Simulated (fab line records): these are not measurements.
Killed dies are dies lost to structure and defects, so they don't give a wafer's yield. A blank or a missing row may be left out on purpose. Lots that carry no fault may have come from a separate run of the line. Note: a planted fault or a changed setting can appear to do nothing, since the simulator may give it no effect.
What tool caused it? | flow sfq_line | 41 wafers from 14 lots sampled at 5 of the route's 325 steps

## WHAT THE GAUGES READ, wafer by wafer
SFQ_M8_OVL_MEAS_948. Usual: M8_OVL gives -3 nm (standard deviation 5.5).
lot  | measured     | on         | M8_OVL (nm) | flag
L982 | day 79 23:54 | overlay-01 | -1 5 -5     |
L984 | day 80 17:07 | overlay-02 | -4 -7 -2    |
L985 | day 80 21:56 | overlay-01 | -5 -13 -7   |
L986 | day 81 17:26 | overlay-01 | -9 -5 3     |
L988 | day 82 03:34 | overlay-01 | -2 -4 -9    |
L989 | day 82 06:00 | overlay-02 | 0 -2 6      |
L992 | day 85 14:35 | overlay-02 | -3 -3 -11   |
L993 | day 86 13:04 | overlay-01 | 1 1 4       |
L994 | day 86 14:16 | overlay-01 | -1 4 -7     |
L995 | day 86 15:28 | overlay-01 | -4 3 -1     |
L996 | day 86 16:41 | overlay-01 | 1 -4        |
L997 | day 86 19:04 | overlay-01 | 5 -1 4      |
L998 | day 87 13:34 | overlay-02 | -10 -13 -5  |
L105 | day 92 19:31 | overlay-02 | -1 -4 -5    |

SFQ_M8_BOW_MEAS_951. Usual: M8_BOW gives 7 um (standard deviation 11).
lot  | measured     | on            | M8_BOW (um) | flag
L982 | day 80 01:03 | film_metro-04 | 5 7 6       |
L984 | day 80 18:16 | film_metro-03 | 3 -1 -9     |
L985 | day 80 23:06 | film_metro-04 | 11 26 15    |
L986 | day 81 18:36 | film_metro-02 | -8 -4 -12   |
L988 | day 82 04:43 | film_metro-02 | 0 18 1      |
L989 | day 82 07:08 | film_metro-03 | -8 -3 -8    |
L992 | day 85 15:43 | film_metro-03 | -7 3 -5     |
L993 | day 86 14:11 | film_metro-03 | 6 15 16     |
L994 | day 86 15:23 | film_metro-04 | -5 -13 -7   |
L995 | day 86 16:38 | film_metro-02 | 25 32 32    |
L996 | day 86 17:52 | film_metro-02 | -7 -7       |
L997 | day 86 20:11 | film_metro-02 | 11 18 31    |
L998 | day 87 14:49 | film_metro-04 | 36 16 21    |
L105 | day 92 20:40 | film_metro-03 | -7 1 2      |

## EACH LOT AND THE TOOL THAT RAN IT (in order: tool; ch and the chambers of the sampled wafers; start)
lot  | SFQ_TRILAYER_I5_ETCH_VIA_ETCH_147  | SFQ_TRILAYER_I7_DEP_PECVD_183   | SFQ_TRILAYER_I7_CMP_CMP_184
L982 | rie_diel-04 ch 0,1, day 65 22:59   | pecvd-03 ch 0,1,2, day 72 08:07 | cmp-01 ch 0,1,2, day 72 09:53
L984 | rie_diel-02 ch 0,1,3, day 66 04:59 | pecvd-02 ch 0,1, day 76 08:19   | cmp-01 ch 0,1,3, day 76 15:01
L985 | rie_diel-04 ch 0,3, day 66 06:19   | pecvd-02 ch 0,1,2, day 76 13:23 | cmp-02 ch 1,2,3, day 76 20:01
L986 | rie_diel-01 ch 2,3, day 66 07:31   | pecvd-03 ch 0,1,2, day 76 18:14 | cmp-01 ch 1,2,3, day 77 10:31
L988 | rie_diel-04 ch 1,2, day 66 16:36   | pecvd-02 ch 1,2, day 76 23:14   | cmp-02 ch 0,2,3, day 77 15:18
L989 | rie_diel-01 ch 2,3, day 66 19:00   | pecvd-01 ch 0,2, day 77 00:11   | cmp-01 ch 0,1,3, day 77 19:01
L992 | rie_diel-02 ch 2,3, day 67 03:24   | pecvd-03 ch 0,1, day 81 03:29   | cmp-02 ch 1,2, day 81 06:20
L993 | rie_diel-04 ch 1,2,3, day 67 04:37 | pecvd-03 ch 1,2, day 85 04:37   | cmp-02 ch 0,1,2, day 85 04:42
L994 | rie_diel-02 ch 0,1,3, day 67 07:00 | pecvd-01 ch 0,1,2, day 85 09:25 | cmp-01 ch 2,3, day 85 10:02
L995 | rie_diel-04 ch 1,2, day 67 08:12   | pecvd-03 ch 1,2, day 85 16:37   | cmp-02 ch 0,1,3, day 85 17:42
L996 | rie_diel-01 ch 0,1, day 67 11:53   | pecvd-03 ch 0,1, day 85 20:16   | cmp-02 ch 1,2, day 86 00:42
L997 | rie_diel-01 ch 1,2, day 67 14:19   | pecvd-02 ch 0,2, day 85 23:50   | cmp-02 ch 0,2,3, day 86 02:42
L998 | rie_diel-04 ch 0,3, day 74 19:38   | pecvd-03 ch 0,1,2, day 86 06:50 | cmp-02 ch 1,2, day 86 06:55
L105 | rie_diel-04 ch 0,2, day 77 20:04   | pecvd-03 ch 0,1,2, day 89 13:37 | cmp-02 ch 0,2, day 89 13:42
- SFQ_TRILAYER_I5_ETCH_VIA_ETCH_147: etches the open film in CHF3, stops on Nb, target depth 360 nm.
- SFQ_TRILAYER_I7_DEP_PECVD_183: deposits SiO2 from SiH4/N2O, time 111.11 s, target thk 500 nm.
- SFQ_TRILAYER_I7_CMP_CMP_184: polishes SiO2.

## WHAT THE TOOLS THEMSELVES READ (means of the sampled wafers that have a number; where no wafer has one, the mark that the record gives instead)
SFQ_TRILAYER_I5_ETCH_VIA_ETCH_147. Usual: bias_w 79.99 W, standard deviation 0.22; drypump_motor_current_A 5.7 A, standard deviation 0.35; oes_product_au 0.988 a.u., standard deviation 0.0064.
lot  | tool        | bias_w (W) | drypump_motor_current_A (A) | oes_product_au (a.u.) | flag
L982 | rie_diel-04 | 79.87      | 5.5                         | 0.992                 |
L984 | rie_diel-02 | 79.75      | 5.6                         | 0.994                 |
L985 | rie_diel-04 | 80.08      | 5.7                         | 0.990                 |
L986 | rie_diel-01 | 79.81      | 6.1                         | 0.985                 |
L988 | rie_diel-04 | 80.00      | 5.5                         | 0.988                 |
L989 | rie_diel-01 | 80.10      | 6.2                         | 0.990                 |
L992 | rie_diel-02 | 80.24      | 5.9                         | 0.986                 |
L993 | rie_diel-04 | 79.94      | 5.5                         | 0.990                 |
L994 | rie_diel-02 | 79.97      | 5.6                         | 0.995                 |
L995 | rie_diel-04 | 80.12      | 5.4                         | 0.989                 |
L996 | rie_diel-01 | 79.91      | 5.5                         | 0.991                 |
L997 | rie_diel-01 | 79.97      | 5.7                         | 0.983                 |
L998 | rie_diel-04 | 79.94      | 5.7                         | 0.977                 |
L105 | rie_diel-04 | 79.84      | 5.7                         | 0.986                 |

SFQ_TRILAYER_I7_DEP_PECVD_183. Usual: chamber_pressure_Torr 2.399 Torr, standard deviation 0.005; heater_power_w 90 W, standard deviation 13; run_length_s 139.2 s, standard deviation 0.54; throttle_valve_pct 24.1 %, standard deviation 1.2.
lot  | tool     | chamber_pressure_Torr (Torr) | heater_power_w (W) | run_length_s (s) | throttle_valve_pct (%) | flag
L982 | pecvd-03 | 2.398                        | 89                 | 139.2            | 23.3                   |
L984 | pecvd-02 | 2.394                        | 91                 | 138.9            | 24.3                   |
L985 | pecvd-02 | 2.396                        | 94                 | 139.2            | 24.6                   |
L986 | pecvd-03 | 2.401                        | 88                 | 138.9            | 23.6                   |
L988 | pecvd-02 | 2.400                        | 97                 | 139.3            | 24.8                   |
L989 | pecvd-01 | 2.401                        | 82                 | 139.5            | 24.1                   |
L992 | pecvd-03 | 2.404                        | 81                 | 138.6            | 24.4                   |
L993 | pecvd-03 | 2.403                        | 85                 | 139.5            | 23.4                   |
L994 | pecvd-01 | 2.400                        | 96                 | 139.5            | 24.1                   |
L995 | pecvd-03 | 2.397                        | 96                 | 139.3            | 23.6                   |
L996 | pecvd-03 | 2.399                        | 80                 | 166.7            | 24.4                   | OFF
L997 | pecvd-02 | 2.403                        | 88                 | 139.1            | 23.6                   |
L998 | pecvd-03 | 2.395                        | 84                 | 166.6            | 24.0                   | OFF
L105 | pecvd-03 | 2.401                        | 92                 | 139.1            | 24.2                   |

SFQ_TRILAYER_I7_CMP_CMP_184. Usual: motor_current_A 10.0 A, standard deviation 1.1; time_to_endpoint_s 217 s, standard deviation 8.1.
lot  | tool   | motor_current_A (A) | time_to_endpoint_s (s) | flag
L982 | cmp-01 | 10.2                | 214                    |
L984 | cmp-01 | 10.5                | 217                    |
L985 | cmp-02 | 9.7                 | 217                    |
L986 | cmp-01 | 10.4                | 218                    |
L988 | cmp-02 | 9.9                 | 219                    |
L989 | cmp-01 | 10.2                | 210                    |
L992 | cmp-02 | 8.9                 | 222                    |
L993 | cmp-02 | 9.5                 | 215                    |
L994 | cmp-01 | 10.1                | 202                    |
L995 | cmp-02 | 10.6                | 215                    |
L996 | cmp-02 | 9.2                 | 328                    | OFF
L997 | cmp-02 | 9.7                 | 231                    |
L998 | cmp-02 | 8.6                 | 310                    | OFF
L105 | cmp-02 | 9.0                 | 217                    |

## THE ANSWER, worked out from the rows above alone
Rule: a lot counts as off when the mean over its wafers that have a number is more than 3 standard deviations away from the usual mean. A lot without any number at a reading at which 4 lots or more have one is off too. The other lots that the step has rows for count as sound. Order of review: gauges by route order, followed by the tools' own readings, for which a lot's mean as printed above is used. At the first step where some lot is off, the reading lying furthest off is the one used; lots without a number count as furthest.
Off at SFQ_TRILAYER_I7_DEP_PECVD_183 (run_length_s): L996, L998.
If a tool, at that step or one of the process steps before it, ran each lot that is off and ran no sound lot following the first of them, it fits. Not one of the candidates tried fits.

## WHAT THE SIMULATOR HAD PUT IN
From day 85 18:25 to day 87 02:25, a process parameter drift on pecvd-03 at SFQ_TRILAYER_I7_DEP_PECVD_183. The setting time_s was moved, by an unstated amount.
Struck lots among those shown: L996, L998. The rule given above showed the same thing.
